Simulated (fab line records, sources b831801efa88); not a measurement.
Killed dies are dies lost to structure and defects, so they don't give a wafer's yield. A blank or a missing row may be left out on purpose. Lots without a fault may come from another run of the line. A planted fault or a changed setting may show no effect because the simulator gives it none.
fab line records | flow gf180mcu
record lots=15 wafers=45 last_day=34
route steps=602 shown DUAL_GATE@152 POLY_GATE@174 HV_LDD@181
lots that met no fault: from a run of the same line without faults
start_h: hours from the record's first day to the start of the lot's first wafer shown | wait_h: hours since the lot's step before | " the same as in the row above | L1.1+2: a row that stands for several wafers | - no value, or no start given | * or withheld: withheld | < > ~ a bound
route shown NAME@n: a module of which the file shows steps, and the number in the route of the first | usual: mean/standard deviation of fault-free wafers | same: alike in all rows | chamber/n: place in a boat | sites: the reading at each site | _std_site: their standard deviation | _edge_site: outer sites' mean less inner sites' | radius_mm: how far each site lies from the wafer's centre | mask NAME#n: copy n | behind: the tool/chamber that last shaped the wafer | hold: why the lot was held/for how many hours/how that ended | device: the transistor (n, p or np) that didn't switch | end of line: the same wafers' tests at the end of the route | a step without rows: its recipe alone | killed: dies lost to structure and defects at the first sort, not the wafer's yield | map: a wafer's dies, x killed, . not, _ none there
set.NAME: the setting as run; set.NAME@STEP: as run at that earlier step | model.NAME: the simulator's own value behind a step, which no gauge read
steps of the route over a sample of lots; a table a step, a row a wafer
services: from which hour (start_h, from the record's first day; less than 0 if before it) a tool's chamber was out of use, for how many hours, and why
## steps
# step GF_DUAL_GATE_OVL_MEAS_11
# usual DUAL_GATE_OVL=-0.9/1.6
# columns lot.wafer tool chamber start_h wait_h DUAL_GATE_OVL[nm]
L201.2 overlay-01 - 176.26 0.1 1.6
L201.5 " - " " 1.5
L201.6 " - " " -1.8
L202.3 overlay-01 - 186.29 0.1 -0.8
L202.4 " - " " 1.6
L202.6 " - " " -0.7
L203.1 overlay-02 - 186.57 0.1 -2.2
L203.3 " - " " -2.0
L203.6 " - " " -5.1
L204.1 overlay-01 - 197.51 0.1 2.6
L204.2 " - " " -1.1
L204.3 " - " " 0.8
L207.3 overlay-01 - 225.48 0.1 -1.6
L207.4 " - " " 0.4
L207.6 " - " " -0.9
L209.1 overlay-02 - 232.51 0.1 -2.1
L209.3 " - " " -2.1
L209.4 " - " " -2.9
L210.2 overlay-01 - 241.78 0.1 -2.2
L210.3 " - " " -2.4
L210.5 " - " " -1.6
L211.1 overlay-02 - 244.72 0.1 -2.0
L211.2 " - " " -2.2
L211.3 " - " " 1.6
L213.1 overlay-02 - 255.02 0.1 0.3
L213.4 " - " " -0.7
L213.5 " - " " -0.6
L217.1 overlay-01 - 285.06 0.1 -2.5
L217.3 " - " " -1.9
L217.4 " - " " -2.9
L218.1 overlay-02 - 295.12 0.1 -1.0
L218.3 " - " " -1.4
L218.6 " - " " -0.3
L219.3 overlay-02 - 298.83 0.1 -2.3
L219.5 " - " " -1.4
L219.6 " - " " -2.7
L222.1 overlay-01 - 321.17 0.1 -2.0
L222.3 " - " " -2.4
L222.5 " - " " 0.6
L223.1 overlay-02 - 327.46 0.1 -1.3
L223.2 " - " " -3.7
L223.4 " - " " -2.4
L224.3 overlay-02 - 331.02 0.1 -2.1
L224.5 " - " " -1.1
L224.6 " - " " -1.0
# step GF_POLY_GATE_THK_MEAS_17
# recipe reads=SiO2_of_POLY_GATE_OXIDATION_16
# usual POLY_GATE_OXIDATION_THK=4.00/0.071
# columns lot.wafer tool chamber start_h wait_h POLY_GATE_OXIDATION_THK[nm]
L201.2 film_metro-02 - 197.77 0.0 4.08
L201.5 " - " " 3.96
L201.6 " - " " 4.06
L202.3 film_metro-04 - 213.86 0.0 4.07
L202.4 " - " " 4.10
L202.6 " - " " 4.07
L203.1 film_metro-02 - 215.81 0.0 3.99
L203.3 " - " " 4.05
L203.6 " - " " 3.95
L204.1 film_metro-04 - 220.52 0.0 4.13
L204.2 " - " " 4.07
L204.3 " - " " 4.01
L207.3 film_metro-04 - 250.67 0.1 4.03
L207.4 " - " " 4.03
L207.6 " - " " 4.07
L209.1 film_metro-03 - 257.76 0.0 4.07
L209.3 " - " " 4.04
L209.4 " - " " 4.07
L210.2 film_metro-02 - 266.93 0.0 3.90
L210.3 " - " " 4.01
L210.5 " - " " 3.93
L211.1 film_metro-04 - 268.82 0.0 3.98
L211.2 " - " " 3.98
L211.3 " - " " 3.97
L213.1 film_metro-03 - 282.23 0.0 4.08
L213.4 " - " " 3.99
L213.5 " - " " 4.00
L217.1 film_metro-03 - 312.74 0.0 3.93
L217.3 " - " " 3.96
L217.4 " - " " 3.89
L218.1 film_metro-03 - 322.17 0.0 3.98
L218.3 " - " " 4.07
L218.6 " - " " 4.07
L219.3 film_metro-04 - 324.84 0.0 4.00
L219.5 " - " " 4.10
L219.6 " - " " 4.09
L222.1 film_metro-04 - 349.33 0.0 3.95
L222.3 " - " " 3.93
L222.5 " - " " 3.89
L223.1 film_metro-03 - 353.43 0.0 4.04
L223.2 " - " " 4.09
L223.4 " - " " 4.05
L224.3 film_metro-02 - 359.52 0.0 3.88
L224.5 " - " " 3.94
L224.6 " - " " 3.89
# step GF_HV_LDD_PEB_05
# recipe temp_c=withheld time_s=* resist=NOVOLAK
# usual chill_plate_temp_C=* exhaust_pa=44.8/0.85 time_s=*
# columns lot.wafer tool chamber start_h wait_h chill_plate_temp_C exhaust_pa time_s
L201.2 litho_track-04 0 214.43 - * 46.7 *
L201.5 " 0 " " * 45.3 *
L201.6 " 0 " " * 45.5 *
L202.3 litho_track-02 0 231.62 - * 44.9 *
L202.4 " 0 " " * 44.9 *
L202.6 " 0 " " * 44.7 *
L203.1 litho_track-02 0 234.02 - * 44.7 *
L203.3 " 0 " " * 44.3 *
L203.6 " 0 " " * 44.2 *
L204.1 litho_track-04 0 238.61 - * 43.9 *
L204.2 " 0 " " * 43.9 *
L204.3 " 0 " " * 44.8 *
L207.3 litho_track-03 0 270.25 - * 45.3 *
L207.4 " 0 " " * 45.6 *
L207.6 " 0 " " * 45.0 *
L209.1 litho_track-02 0 277.17 - * 45.6 *
L209.3 " 0 " " * 45.5 *
L209.4 " 0 " " * 45.5 *
L210.2 litho_track-04 0 286.28 - * 46.1 *
L210.3 " 0 " " * 44.8 *
L210.5 " 0 " " * 44.7 *
L211.1 litho_track-04 0 288.56 - * 44.9 *
L211.2 " 0 " " * 44.3 *
L211.3 " 0 " " * 46.0 *
L213.1 litho_track-03 0 301.90 - * 43.7 *
L213.4 " 0 " " * 43.3 *
L213.5 " 0 " " * 43.6 *
L217.1 litho_track-04 - 333.11 - - - -
L217.3 " - " " - - -
L217.4 " - " " - - -
L218.1 litho_track-02 - 343.22 - - - -
L218.3 " - " " - - -
L218.6 " - " " - - -
L219.3 litho_track-02 - 345.77 - - - -
L219.5 " - " " - - -
L219.6 " - " " - - -
L222.1 litho_track-02 0 371.27 - * 45.1 *
L222.3 " 0 " " * 44.7 *
L222.5 " 0 " " * 46.3 *
L223.1 litho_track-02 0 374.72 - * 45.1 *
L223.2 " 0 " " * 42.8 *
L223.4 " 0 " " * 44.4 *
L224.3 litho_track-02 0 381.47 - * 43.6 *
L224.5 " 0 " " * 45.7 *
L224.6 " 0 " " * 45.3 *
# step GF_HV_LDD_STRIP_22
# recipe chemistry=O2/N2 power_w=1400 pressure_mtorr=1500 platen_temp_c=250 o2_flow_sccm=3000 n2_flow_sccm=300 overash_fraction=0.5
# usual drypump_motor_current_A=5.7/0.4 heater_power_w=321/44 oes_product_au=0.716/0.0046 platen_temp_c=249.98/0.18 strip_time_to_endpoint_s=12.64/0.033
# columns lot.wafer tool chamber start_h wait_h drypump_motor_current_A heater_power_w oes_product_au platen_temp_c rf_hours_counter_h strip_time_to_endpoint_s
L201.2 plasma_asher-01 0 233.46 0.1 5.2 365 0.710 250.23 44 12.63
L201.5 " 0 " " 5.2 365 0.724 249.97 - 12.69
L201.6 " 1 " " 5.4 377 0.721 249.83 - 12.67
L202.3 plasma_asher-01 1 251.24 0.1 5.4 380 0.716 250.08 - 12.67
L202.4 " 0 " " 5.2 378 0.714 249.74 - 12.71
L202.6 " 0 " " 5.2 374 0.713 249.58 - 12.68
L203.1 plasma_asher-04 1 253.71 0.1 5.9 350 0.718 249.76 15 12.61
L203.3 " 1 " " 5.9 351 0.709 250.08 - 12.61
L203.6 " 0 " " 6.0 344 0.712 250.16 - 12.62
L204.1 plasma_asher-04 1 257.83 0.1 5.9 344 0.717 249.90 15 12.62
L204.2 " 0 " " 6.0 343 0.715 249.68 15 12.65
L204.3 " 0 " " 6.0 354 0.713 249.82 - 12.65
L207.3 plasma_asher-03 1 291.10 0.1 5.2 284 0.719 249.99 - 12.61
L207.4 " 0 " " 6.2 265 0.714 249.91 - 12.63
L207.6 " 0 " " 6.2 269 0.713 250.01 - 12.65
L209.1 plasma_asher-03 0 297.91 0.1 6.2 270 0.714 249.98 64 12.65
L209.3 " 1 " " 5.2 290 0.710 250.00 - 12.63
L209.4 " 0 " " 6.2 265 0.721 249.78 - 12.63
L210.2 plasma_asher-03 0 307.26 0.1 6.2 263 0.717 249.95 65 12.66
L210.3 " 1 " " 5.3 286 0.712 250.06 - 12.65
L210.5 " 0 " " 6.2 269 0.721 249.93 - 12.66
L211.1 plasma_asher-03 0 310.51 0.1 6.2 257 0.715 249.74 65 12.64
L211.2 " 1 " " 5.3 287 0.727 250.02 65 12.66
L211.3 " 0 " " 6.2 268 0.718 249.94 - 12.65
L213.1 plasma_asher-04 1 323.58 0.1 5.9 342 0.712 250.16 22 12.65
L213.4 " 0 " " 6.0 344 0.716 250.19 - 12.66
L213.5 " 0 " " 6.0 340 0.717 250.10 - 12.64
L217.1 plasma_asher-03 0 356.16 0.1 6.2 265 0.714 249.97 70 12.61
L217.3 " 0 " " 6.2 266 0.719 250.18 - 12.58
L217.4 " 1 " " 5.2 285 0.722 249.89 - 12.58
L218.1 plasma_asher-03 1 366.11 0.1 5.2 286 0.718 249.67 71 12.64
L218.3 " 0 " " 6.2 266 0.716 249.75 - 12.67
L218.6 " 0 " " 6.2 269 0.715 249.90 - 12.65
L219.3 plasma_asher-04 1 368.44 0.1 5.9 345 0.723 249.88 - 12.63
L219.5 " 1 " " 5.9 352 0.719 249.86 - 12.64
L219.6 " 0 " " 5.9 347 0.715 250.03 - 12.69
L222.1 plasma_asher-03 0 395.16 0.1 6.2 273 0.713 250.24 74 12.64
L222.3 " 1 " " 5.3 296 0.710 250.07 - 12.66
L222.5 " 1 " " 5.3 288 0.728 250.23 - 12.62
L223.1 plasma_asher-04 0 398.56 0.1 6.0 341 0.720 250.01 30 12.70
L223.2 " 1 " " 5.9 351 0.718 250.07 30 12.65
L223.4 " 1 " " 5.9 348 0.713 249.95 - 12.68
L224.3 plasma_asher-03 0 405.24 0.1 6.2 268 0.713 249.93 - 12.62
L224.5 " 0 " " 6.2 267 0.723 250.13 - 12.63
L224.6 " 1 " " 5.3 287 0.717 249.85 - 12.60
## services
# columns tool chamber start_h hours kind
litho_track-04 - 253.17 - consumable_replace:filter
litho_track-02 - 276.56 - consumable_replace:filter
litho_track-04 - 325.30 - consumable_replace:filter
## key
first_sign step=GF_HV_LDD_PEB_05 reading=tool_record direction=missing
effect none on later readings
met_at GF_HV_LDD_PEB_05
struck_lots L217,L218,L219
sort_left_out L217.1,L217.3,L217.4,L218.1,L218.3,L218.6,L219.3,L219.5,L219.6
tester_left_out L217,L218,L219
not_acting_at GF_DUAL_GATE_OVL_MEAS_11,GF_POLY_GATE_THK_MEAS_17,GF_HV_LDD_STRIP_22
onset_between 288.56 333.11
fault kind=skipped_step_whole tool=litho_track-02,litho_track-04 chamber=- onset_h=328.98 steps=GF_HV_LDD_PEB_05 scope=struck_lots_only
# tester_left_out: of these lots the tester's yield and bins aren't shown, on N5 and GAA mostly nor the transistor test; their killed dies are dies lost to structure and defects alone, not to doping, threshold or leakage, so they don't give the yield
# sort_left_out: the simulated sort isn't trusted on such a fault, so these wafers' sort isn't shown, and their yield isn't known
